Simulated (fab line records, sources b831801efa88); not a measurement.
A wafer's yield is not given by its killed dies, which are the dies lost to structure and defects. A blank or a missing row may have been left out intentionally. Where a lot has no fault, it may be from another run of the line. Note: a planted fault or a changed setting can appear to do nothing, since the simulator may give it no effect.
Which tool is to blame? | flow gf180mcu | 30 wafers from 10 lots sampled at 3 of the route's 602 steps

== WHAT EACH GAUGE READ, for each wafer ==
GF_V1_CD_MEAS_14: target cd 260 nm.
lot  | measured     | on        | cd nm (nm)
L745 | day 18 00:04 | cd sem-02 | 262.1 260.6 261.3
L746 | day 18 11:33 | cd sem-01 | 260.0 260.0 260.2
L747 | day 19 15:24 | cd sem-02 | 260.4 259.8 259.0
L750 | day 20 03:40 | cd sem-02 | 259.8 261.4 260.4
L755 | day 22 04:29 | cd sem-02 | 252.6 253.8 253.7
L756 | day 22 04:59 | cd sem-02 | 251.3 251.2 253.1
L760 | day 23 15:09 | cd sem-02 | 259.1 259.8 258.4
L763 | day 25 04:40 | cd sem-02 | 257.7 259.3 258.0
L767 | day 25 15:16 | cd sem-02 | 259.7 259.3 260.1
L768 | day 26 10:21 | cd sem-01 | 259.5 259.9 258.8

== EACH LOT AND THE TOOL THAT RAN IT (in order: tool; ch and the chambers of the sampled wafers; start) ==
lot  | GF_M1_SPUTTER_04             | GF_V1_EXPOSE_11
L745 | pvd sputter-03, day 16 01:16 | krf scanner-02 ch 0, day 17 13:04
L746 | pvd sputter-03, day 16 10:51 | krf scanner-01 ch 0, day 17 23:49
L747 | pvd sputter-01, day 17 15:08 | krf scanner-01 ch 0, day 19 03:01
L750 | pvd sputter-03, day 18 01:47 | krf scanner-02 ch 0, day 19 15:53
L755 | pvd sputter-01, day 20 01:57 | krf scanner-01 ch 0, day 21 16:46
L756 | pvd sputter-01, day 20 04:53 | krf scanner-01 ch 0, day 21 17:48
L760 | pvd sputter-02, day 21 14:59 | krf scanner-02 ch 0, day 23 03:20
L763 | pvd sputter-03, day 23 11:22 | krf scanner-02 ch 0, day 24 16:38
L767 | pvd sputter-01, day 23 18:19 | krf scanner-02 ch 0, day 25 06:17
L768 | pvd sputter-02, day 24 14:26 | krf scanner-02 ch 0, day 26 01:00
- GF_M1_SPUTTER_04: material TiN, target thk 50 nm, time 41.7 s.
- GF_V1_EXPOSE_11: exposes mask Via1, target cd 260 nm.

== THE ANSWER, worked out from the rows above alone ==
Rule: usual is defined by the lots themselves. Put in order of their means at a reading, lots are off if they are a third of the lots or fewer, leave a main group of 4 or more, and stand apart from it by a gap of 3 or more times the standard deviation of the main group's means; of several such gaps the widest counts. A main group is skipped when, at the precision printed for the reading in the tables above, its means are all equal. A lot without any number at a reading at which 4 lots or more have one is off too. The other lots that the step has rows for count as sound.
Off: L755, L756, at GF_V1_CD_MEAS_14 (cd nm). Mean 259.8 nm and standard deviation 0.85 in the main group.
If a tool, at a process step before that reading, ran all the lots that are off and no sound lot after the first of them, it fits. Gauges at GF_V1_CD_MEAS_14: tried the same way as those tools. One candidate fits, namely krf scanner-01 at GF_V1_EXPOSE_11. Its last sound lot is L747 (day 19 03:01), its first lot that is off L755 (day 21 16:46): a fault that began between those two fits.

== WHAT THE SIMULATOR HAD PUT IN ==
Drift in process parameters on krf scanner-01 at GF_V1_EXPOSE_11, starting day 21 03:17. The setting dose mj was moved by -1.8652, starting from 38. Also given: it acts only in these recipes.
Shown lots that were struck: L755, L756. Same finding as the rule above.
